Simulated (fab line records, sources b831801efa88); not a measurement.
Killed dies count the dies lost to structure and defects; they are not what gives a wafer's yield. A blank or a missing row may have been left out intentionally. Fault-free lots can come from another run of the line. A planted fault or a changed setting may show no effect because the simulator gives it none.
A lot that was struck, set against a sound lot + flow gf180mcu + 14 out of 602 route steps
Sound: wafers L448.1, L448.2, L448.6. Wafers struck: L453.4, L453.5, L453.6. The cause comes at the end.
At each step with rows: each side's tool, then ch and its chambers, then its first start. Under that, the readings that differ: sound wafers + struck wafers + difference of the means + sigmas: that difference in standard deviations of wafers without a fault.
alike: readings with means less than 2 such deviations apart, plus words and numbers identical on both sides. not compared: withheld readings, readings lacking a value on some wafer, bounds such as >300 that could conceal the same value, and numbers that have no deviation in the record and whose values overlap.
Wherever a step has rows on one side only, a row that says differs or no value, or a row with sigmas, the two part there. Numbers that don't overlap but have no deviation are shown without sigmas and don't part them. A reading that every wafer of one side lacks parts them only if that side has two wafers or more.

GF_M2_SPUTTER_01: material TiN, target thk 30 nm, time 25 s.
  sound: pvd-sputter-02 at day 18 11:39; struck: pvd-sputter-02 at day 20 20:24
  alike: throttle-valve-pct
GF_M2_SPUTTER_02: material AlCu, target thk 450 nm, time 23.9 s.
  sound: pvd-sputter-02 at day 18 11:41; struck: pvd-sputter-02 at day 20 20:26
  alike: throttle-valve-pct
GF_M2_SPUTTER_03: material Ti, target thk 10 nm, time 6.7 s.
  sound: pvd-sputter-02 at day 18 11:43; struck: pvd-sputter-02 at day 20 20:28
  alike: substrate-temp-c, throttle-valve-pct
GF_M2_SPUTTER_04: material TiN, target thk 50 nm, time 41.7 s.
  sound: pvd-sputter-02 at day 18 11:44; struck: pvd-sputter-02 at day 20 20:29
  alike: throttle-valve-pct
GF_M2_RS_MEAS_05: measurement is done with a four-point probe.
  sound: film-metro-02 at day 18 11:46; struck: film-metro-04 at day 20 20:35
  alike: M2_ALCU_RS
GF_M2_THK_MEAS_06: measures by xrf.
  sound: film-metro-02 at day 18 11:53; struck: film-metro-04 at day 20 20:41
  alike: M2_ALCU_THK
then, 6 steps without rows for these wafers: GF_M2_DEHYDRATE_07 (time 60 s); GF_M2_HMDS_08 (prime time 60 s); GF_M2_COAT_09 (resist thk 1000 nm); GF_M2_SOFTBAKE_10 (time 60 s); GF_M2_EXPOSE_11 (exposes mask Metal2, target cd 280 nm); GF_M2_PEB_12 (peb time 90 s).
GF_M2_DEVELOP_13: develop time 60 s.
  sound on litho-track-03 ch 0, day 19 11:11; struck on litho-track-03, day 21 20:15
  no value came back on the struck wafers for chill-plate-temp-C (C), develop-time-s (s); on the sound wafers chill-plate-temp-C (C) reads 22.94 23.00 22.95
| reading                             | sound             | struck            | difference | sigmas |
|-------------------------------------|-------------------|-------------------|------------|--------|
| model.KrF_of_M2_COAT_09.thk-nm (nm) | 984.6 987.4 984.3 | 998.4 995.7 999.2 | +12.3      |        |
GF_M2_CD_MEAS_14: target cd 280 nm.
  sound: cd-sem-02 at day 19 11:20; struck: cd-sem-02 at day 21 20:23
| reading    | sound             | struck | difference                    | sigmas |
|------------|-------------------|--------|-------------------------------|--------|
| cd-nm (nm) | 279.9 279.5 279.6 | - - -  | no value on the struck wafers |        |

WHERE THEY PART
Last at GF_M2_CD_MEAS_14 as far as this record goes, first at GF_M2_DEVELOP_13.

WHY: the cause the simulator had injected
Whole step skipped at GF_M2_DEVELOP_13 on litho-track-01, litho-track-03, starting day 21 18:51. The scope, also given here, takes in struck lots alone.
